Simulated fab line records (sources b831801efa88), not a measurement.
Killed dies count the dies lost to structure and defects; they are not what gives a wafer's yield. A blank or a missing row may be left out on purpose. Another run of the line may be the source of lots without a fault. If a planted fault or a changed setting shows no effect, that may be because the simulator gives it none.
Which tool is to blame? | flow gf180mcu | 24 lots with 72 wafers sampled at 5 steps, on a route of 602 steps

## WHAT THE GAUGES READ, wafer by wafer
GF_V3_BOW_MEAS_05.
lot  | measured     | on           | V3_BOW (um)
L074 | day 21 14:11 | filmMetro-02 | 101 104 116
L075 | day 21 18:59 | filmMetro-01 | 112 102 108
L076 | day 22 11:01 | filmMetro-02 | 119 118 124
L077 | day 22 14:33 | filmMetro-03 | 116 112 107
L078 | day 23 00:26 | filmMetro-03 | 132 110 123
L079 | day 23 12:21 | filmMetro-01 | 104 121 118
L080 | day 23 19:52 | filmMetro-01 | 109 111 119
L081 | day 24 06:22 | filmMetro-01 | 102 113 116
L082 | day 24 12:25 | filmMetro-03 | 122 132 126
L083 | day 24 18:58 | filmMetro-01 | 101 91 100
L084 | day 25 07:03 | filmMetro-03 | 128 115 117
L085 | day 25 11:24 | filmMetro-01 | 108 100 112
L086 | day 25 20:50 | filmMetro-01 | 104 105 102
L087 | day 26 02:55 | filmMetro-01 | 117 106 126
L088 | day 26 10:14 | filmMetro-03 | 118 106 114
L089 | day 26 19:46 | filmMetro-02 | 117 102 105
L090 | day 27 00:14 | filmMetro-03 | 124 120 126
L091 | day 27 06:06 | filmMetro-01 | 111 113 108
L092 | day 27 16:20 | filmMetro-01 | 108 100 115
L093 | day 27 21:17 | filmMetro-01 | 118 106 111
L094 | day 28 04:40 | filmMetro-02 | 113 108 128
L095 | day 28 11:12 | filmMetro-01 | 112 94 93
L096 | day 28 19:47 | filmMetro-03 | 122 133 132
L097 | day 28 23:48 | filmMetro-02 | 121 129 119

GF_V4_BOW_MEAS_05.
lot  | measured     | on           | V4_BOW (um)
L074 | day 23 16:08 | filmMetro-02 | 123 127 137
L075 | day 23 19:40 | filmMetro-02 | 136 127 131
L076 | day 24 12:03 | filmMetro-04 | 138 136 141
L077 | day 24 15:34 | filmMetro-02 | 131 128 123
L078 | day 24 23:32 | filmMetro-02 | 145 123 136
L079 | day 25 11:44 | filmMetro-03 | 125 142 139
L080 | day 25 18:26 | filmMetro-03 | 137 138 148
L081 | day 26 04:44 | filmMetro-02 | 125 138 141
L082 | day 26 11:04 | filmMetro-04 | 135 145 139
L083 | day 26 16:12 | filmMetro-02 | 124 114 126
L084 | day 27 03:00 | filmMetro-02 | 144 131 133
L085 | day 27 07:34 | filmMetro-03 | 132 125 137
L086 | day 27 17:34 | filmMetro-02 | 125 126 123
L087 | day 27 23:26 | filmMetro-04 | 142 132 151
L088 | day 28 06:28 | filmMetro-04 | 133 120 128
L089 | day 28 15:51 | filmMetro-02 | 135 120 123
L090 | day 28 18:52 | filmMetro-02 | 143 137 144
L091 | day 29 01:58 | filmMetro-02 | 135 135 131
L092 | day 29 10:35 | filmMetro-04 | 131 122 138
L093 | day 29 15:34 | filmMetro-04 | 136 125 129
L094 | day 29 23:05 | filmMetro-03 | 131 124 145
L095 | day 30 04:59 | filmMetro-02 | 138 118 118
L096 | day 30 13:32 | filmMetro-03 | 141 153 150
L097 | day 30 17:07 | filmMetro-03 | 144 151 143

## EACH LOT AND THE TOOL THAT RAN IT (in order: tool; ch and the chambers of the sampled wafers; start)
lot  | GF_M3_SPUTTER_01            | GF_M4_SPUTTER_04            | GF_V4_CVD_02
L074 | pvdSputter-04, day 20 12:31 | pvdSputter-03, day 22 15:31 | pecvd-03 ch 0,1,2, day 23 15:40
L075 | pvdSputter-02, day 20 16:52 | pvdSputter-03, day 22 19:41 | pecvd-04 ch 0,2, day 23 19:13
L076 | pvdSputter-01, day 21 10:07 | pvdSputter-02, day 23 12:35 | pecvd-03 ch 0,1,2, day 24 11:34
L077 | pvdSputter-02, day 21 13:23 | pvdSputter-03, day 23 15:44 | pecvd-02 ch 0,2, day 24 15:06
L078 | pvdSputter-04, day 22 00:00 | pvdSputter-02, day 24 00:43 | pecvd-03 ch 1,2, day 24 22:58
L079 | pvdSputter-01, day 22 11:45 | pvdSputter-02, day 24 12:26 | pecvd-04 ch 1,2, day 25 11:17
L080 | pvdSputter-02, day 22 19:29 | pvdSputter-03, day 24 19:50 | pecvd-04 ch 0,1,2, day 25 18:00
L081 | pvdSputter-02, day 23 05:47 | pvdSputter-04, day 25 06:27 | pecvd-03 ch 1,2, day 26 04:17
L082 | pvdSputter-01, day 23 12:47 | pvdSputter-03, day 25 11:44 | pecvd-03 ch 0,2, day 26 10:35
L083 | pvdSputter-04, day 23 19:24 | pvdSputter-02, day 25 18:14 | pecvd-04 ch 0,2, day 26 15:46
L084 | pvdSputter-02, day 24 07:58 | pvdSputter-04, day 26 05:22 | pecvd-04 ch 1,2, day 27 02:34
L085 | pvdSputter-04, day 24 12:04 | pvdSputter-02, day 26 10:01 | pecvd-02 ch 0,1,2, day 27 07:07
L086 | pvdSputter-01, day 24 22:27 | pvdSputter-02, day 26 19:36 | pecvd-03 ch 0,1, day 27 17:08
L087 | pvdSputter-02, day 25 03:40 | pvdSputter-03, day 27 01:46 | pecvd-03 ch 0,1, day 27 23:01
L088 | pvdSputter-04, day 25 11:05 | pvdSputter-04, day 27 08:07 | pecvd-02 ch 0,2, day 28 06:02
L089 | pvdSputter-01, day 25 21:25 | pvdSputter-04, day 27 18:20 | pecvd-02 ch 0,1,2, day 28 15:23
L090 | pvdSputter-04, day 26 01:53 | pvdSputter-02, day 27 21:58 | pecvd-03 ch 0,1,2, day 28 18:24
L091 | pvdSputter-01, day 26 08:14 | pvdSputter-03, day 28 04:30 | pecvd-04 ch 0,1,2, day 29 01:24
L092 | pvdSputter-02, day 26 17:59 | pvdSputter-04, day 28 14:00 | pecvd-02 ch 0,1,2, day 29 10:08
L093 | pvdSputter-04, day 26 23:53 | pvdSputter-02, day 28 18:20 | pecvd-04 ch 0,2, day 29 15:08
L094 | pvdSputter-02, day 27 06:44 | pvdSputter-03, day 29 01:49 | pecvd-02 ch 0,1, day 29 22:15
L095 | pvdSputter-04, day 27 13:39 | pvdSputter-03, day 29 08:16 | pecvd-02 ch 0,1, day 30 04:33
L096 | pvdSputter-02, day 27 22:56 | pvdSputter-02, day 29 16:55 | pecvd-03 ch 0,1,2, day 30 12:56
L097 | pvdSputter-01, day 28 02:35 | pvdSputter-02, day 29 21:10 | pecvd-04 ch 0,2, day 30 16:39
- GF_M3_SPUTTER_01: material TiN, target thk 30 nm, time 25 s.
- GF_M4_SPUTTER_04: material TiN, target thk 50 nm, time 41.7 s.
- GF_V4_CVD_02: deposits SiO2 from TEOS, target thk 850 nm, time 94.851 s.

## AS READ BY THE TOOLS THEMSELVES (means over the sampled wafers that have a number; for cases with no such wafer, the mark the record gives instead)
GF_M3_SPUTTER_01.
lot  | tool          | throttleValvePct (%)
L074 | pvdSputter-04 | 29.1
L075 | pvdSputter-02 | 30.0
L076 | pvdSputter-01 | 29.9
L077 | pvdSputter-02 | 30.3
L078 | pvdSputter-04 | 29.3
L079 | pvdSputter-01 | 29.9
L080 | pvdSputter-02 | 30.6
L081 | pvdSputter-02 | 30.8
L082 | pvdSputter-01 | 29.7
L083 | pvdSputter-04 | 29.7
L084 | pvdSputter-02 | 30.6
L085 | pvdSputter-04 | 28.9
L086 | pvdSputter-01 | 29.6
L087 | pvdSputter-02 | 30.2
L088 | pvdSputter-04 | 30.6
L089 | pvdSputter-01 | 29.0
L090 | pvdSputter-04 | 29.7
L091 | pvdSputter-01 | 29.3
L092 | pvdSputter-02 | 30.1
L093 | pvdSputter-04 | 28.7
L094 | pvdSputter-02 | 30.4
L095 | pvdSputter-04 | 29.1
L096 | pvdSputter-02 | 30.8
L097 | pvdSputter-01 | 29.1

GF_M4_SPUTTER_04.
lot  | tool          | throttleValvePct (%)
L074 | pvdSputter-03 | 28.9
L075 | pvdSputter-03 | 30.6
L076 | pvdSputter-02 | 30.8
L077 | pvdSputter-03 | 30.7
L078 | pvdSputter-02 | 30.8
L079 | pvdSputter-02 | 30.7
L080 | pvdSputter-03 | 30.6
L081 | pvdSputter-04 | 30.5
L082 | pvdSputter-03 | 31.7
L083 | pvdSputter-02 | 30.1
L084 | pvdSputter-04 | 29.6
L085 | pvdSputter-02 | 30.9
L086 | pvdSputter-02 | 30.5
L087 | pvdSputter-03 | 30.7
L088 | pvdSputter-04 | 29.0
L089 | pvdSputter-04 | 29.5
L090 | pvdSputter-02 | 30.4
L091 | pvdSputter-03 | 30.2
L092 | pvdSputter-04 | 28.6
L093 | pvdSputter-02 | 30.3
L094 | pvdSputter-03 | 30.1
L095 | pvdSputter-03 | 30.0
L096 | pvdSputter-02 | 30.3
L097 | pvdSputter-02 | 30.6

GF_V4_CVD_02.
lot  | tool     | heaterPowerOuterW (W) | heaterPowerW (W)
L074 | pecvd-03 | 375                   | 645
L075 | pecvd-04 | 358                   | 556
L076 | pecvd-03 | 317                   | 570
L077 | pecvd-02 | 434                   | 724
L078 | pecvd-03 | 335                   | 579
L079 | pecvd-04 | 343                   | 565
L080 | pecvd-04 | 312                   | 519
L081 | pecvd-03 | 400                   | 698
L082 | pecvd-03 | 349                   | 590
L083 | pecvd-04 | 387                   | 581
L084 | pecvd-04 | 338                   | 527
L085 | pecvd-02 | 391                   | 660
L086 | pecvd-03 | 451                   | 763
L087 | pecvd-03 | 443                   | 782
L088 | pecvd-02 | 413                   | 690
L089 | pecvd-02 | 390                   | 655
L090 | pecvd-03 | 394                   | 682
L091 | pecvd-04 | 358                   | 566
L092 | pecvd-02 | 417                   | 694
L093 | pecvd-04 | 374                   | 549
L094 | pecvd-02 | 370                   | 609
L095 | pecvd-02 | 373                   | 628
L096 | pecvd-03 | 389                   | 665
L097 | pecvd-04 | 379                   | 563

## THE ANSWER, worked out from the rows above alone
Rule: usual is defined by the lots themselves. The widest of any qualifying gaps counts: lots, ordered by their means at a reading, are off when they make up no more than a third of the lots, leave a main group of 4 or more, and stand apart from it by 3 or more times the standard deviation of that group's means. If all means in a main group match to the digits the tables above print for the reading, that group is not used. Also off: a lot with no number at a reading for which 4 or more lots have one. Any other lot the step has rows for is counted as sound. The gauges are gone through in route order, then the tools' own readings, and for those a lot's mean is taken as printed above. At the first step where some lot is off, the reading lying furthest off is the one used; lots without a number count as furthest.
Nothing can be told from this: no lot is off at any reading shown.

## WHAT THE SIMULATOR HAD INSERTED
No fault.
